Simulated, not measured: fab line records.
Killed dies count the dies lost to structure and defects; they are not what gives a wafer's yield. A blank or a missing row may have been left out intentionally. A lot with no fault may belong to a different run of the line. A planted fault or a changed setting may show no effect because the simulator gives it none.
Problem report in the 8D (eight disciplines) form, filled by code + flow gf180mcu + the parts of the form that need people (team, actions taken, sign-off) are left out

## 1. WHAT IS WRONG
Wafers free of any fault read 0.383 ohm/sq (standard deviation 0.0044) for CONTACT_W_RS at GF_CONTACT_RS_MEAS_25, against a mean of 0.514 ohm/sq on 2 wafers of 2 lots. That puts it +30 standard deviations away from the usual mean.
The step: measures by four-point-probe.
First observed at day 21 03:13: wafer L491.4, on filmMetro-04. Wafers with a number at this step in the record: 36, from 12 lots. By rule, "out" or "out of limits" means more than 4 standard deviations away from the usual mean. The other wafers with a number count as sound.

## 2. WHAT THIS IS AND IS NOT
| question                    | is                         | is not                                                                          |
|-----------------------------|----------------------------|---------------------------------------------------------------------------------|
| which readings at this step | CONTACT_W_RS               | -                                                                               |
| which lots                  | L491, L492                 | L478, L480, L481, L482, L483, L484, L485, L490, L500, L501                      |
| which wafers of those lots  | L491.4, L492.5             | L491.3, L491.6, L492.2, L492.4                                                  |
| read on which gauges        | filmMetro-03, filmMetro-04 | filmMetro-02                                                                    |
| when                        | from day 21 03:13          | up to then (26 sound wafers); but 8 sound wafers of L492, L500, L501 came after |

## 3. SUSPECTS, AND WHAT RULES EACH OUT
Counting: any tool at a process step up to the reading remains a suspect provided it ran every lot that is out. Sound lots after the first of them don't rule it out here, since some wafers of a struck lot are sound.
- the gauge at GF_CONTACT_RS_MEAS_25 is ruled out. Those wafers that are out were read across 2 gauges (filmMetro-03, filmMetro-04).
- cvdW-01 at GF_CONTACT_CVD_24 (deposits W, target thk 300 nm, time 90.339 s): kept. It ran every lot that is out, first L491 (day 21 03:06); its last sound lot up to then is L490 (day 20 14:07).
- Within cvdW-01 at GF_CONTACT_CVD_24: the wafers that are out ran in chamber 1; their sound lot-mates ran in chamber 0.
Remaining after the count: cvdW-01 at GF_CONTACT_CVD_24.

## 4. THE CAUSE (what the simulator had put in)
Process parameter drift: cvdW-01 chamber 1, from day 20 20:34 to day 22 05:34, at GF_CONTACT_CVD_24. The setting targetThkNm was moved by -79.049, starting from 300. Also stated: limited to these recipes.
Counting left only this tool.

## 5. THE EFFECT CHAIN, in route order
Each row: a reading whose mean over the struck wafers that have a number lies more than 3 standard deviations from the usual. Scope: only readings with a usual standard deviation given in the record; hours: median across lots of the time from each lot's start at the first step in this table that gives one to its start at this step; sigmas: change in usual standard deviations.
| hours | step                   | reading         | usual        | on struck wafers | change | sigmas |
|-------|------------------------|-----------------|--------------|------------------|--------|--------|
| 0     | GF_CONTACT_RS_MEAS_25  | CONTACT_W_RS    | 0.383 ohm/sq | 0.514            | +0.131 | +30    |
| 0     | GF_CONTACT_THK_MEAS_26 | CONTACT_W_THK   | 304 nm       | 228              | -76    | -18    |
| 0     | GF_CONTACT_CMP_27      | timeToEndpointS | 72.6 s       | 52.6             | -20.0  | -7.7   |
Its process steps:
- GF_CONTACT_CMP_27: polishes, stops on SiO2, t overpolish 15 s, target thk 0 nm.
At these later measuring or inspecting steps, every struck wafer for which the step has a row has a number for every such reading, and none has moved that far: GF_M1_RS_MEAS_05.

## 6. HOW IT WOULD HAVE BEEN CAUGHT EARLIER
Counted from the fault's start at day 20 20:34, it took 7 hours until the first out-of-limits reading at a measuring or inspecting step in this record, taken at day 21 03:13.
Of the tool readings at GF_CONTACT_CVD_24 for which the record gives a usual standard deviation, none was out on any struck wafer, so an alarm limit of 4 standard deviations on them would not have fired.
Lots out: 2; of these, L492 started GF_CONTACT_CVD_24 on cvdW-01 after day 21 03:13. Holding the tool at that time would have saved it.
